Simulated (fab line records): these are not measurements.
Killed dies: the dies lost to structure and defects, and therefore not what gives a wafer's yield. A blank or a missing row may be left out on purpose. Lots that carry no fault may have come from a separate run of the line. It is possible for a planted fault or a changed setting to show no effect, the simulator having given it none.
Chamber matching || flow gf180mcu || GF_V2_CMP_26 on cmp-02: 4 sister chambers
The step polishes, stops on SiO2, t overpolish 15 s, target thk 0 nm. 4 wafers are shown with their chamber, then 12 later ones without.

WAFERS WITH THEIR CHAMBER
{"wafer": "L090.4", "chamber": 1, "motor current A (A)": 11.6}
{"wafer": "L092.4", "chamber": 0, "motor current A (A)": 9.5}
{"wafer": "L092.5", "chamber": 3, "motor current A (A)": 10.6}
{"wafer": "L092.6", "chamber": 2, "motor current A (A)": 8.8}

WAFERS WITHOUT THEIR CHAMBER
{"wafer": "L093.2", "motor current A (A)": 10.7}
{"wafer": "L093.3", "motor current A (A)": 11.7}
{"wafer": "L093.5", "motor current A (A)": 11.0}
{"wafer": "L093.1", "motor current A (A)": 9.2}
{"wafer": "L093.4", "motor current A (A)": 9.8}
{"wafer": "L093.6", "motor current A (A)": 9.7}
{"wafer": "L096.1", "motor current A (A)": 11.7}
{"wafer": "L096.3", "motor current A (A)": 11.1}
{"wafer": "L096.4", "motor current A (A)": 8.9}
{"wafer": "L096.2", "motor current A (A)": 10.1}
{"wafer": "L096.5", "motor current A (A)": 10.4}
{"wafer": "L096.6", "motor current A (A)": 9.8}

EACH ONE'S CHAMBER
{"wafer": "L093.2", "from the rows above": 3, "in truth": 3}
{"wafer": "L093.3", "from the rows above": 1, "in truth": 1}
{"wafer": "L093.5", "from the rows above": "can't be placed: 3 or 1", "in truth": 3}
{"wafer": "L093.1", "from the rows above": "can't be placed: 0 or 2", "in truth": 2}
{"wafer": "L093.4", "from the rows above": "can't be placed: 0 or 3", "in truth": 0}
{"wafer": "L093.6", "from the rows above": 0, "in truth": 0}
{"wafer": "L096.1", "from the rows above": 1, "in truth": 1}
{"wafer": "L096.3", "from the rows above": "can't be placed: 1 or 3", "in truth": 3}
{"wafer": "L096.4", "from the rows above": "can't be placed: 2 or 0", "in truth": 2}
{"wafer": "L096.2", "from the rows above": "can't be placed: 3 or 0", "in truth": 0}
{"wafer": "L096.5", "from the rows above": 3, "in truth": 3}
{"wafer": "L096.6", "from the rows above": "can't be placed: 0 or 3", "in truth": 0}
5 of 12 placed correctly. Can't be placed from these rows: 7 (the true chamber is among the candidates in 7). 0 placed wrongly.
How it was worked out, from the rows above alone: a wafer's distance from a chamber is the root of the sum, over the readings, of the square of ((its reading less the chamber's mean) divided by the reading's scatter). The wafer belongs to the nearest chamber; if the next one is less than 2 further off, it can't be placed. The mean given for a chamber averages the wafers shown for that chamber. The scatter (one wafer shown for each chamber): square how far every hidden wafer sits from the nearest shown wafer, average those squares and take the square root.
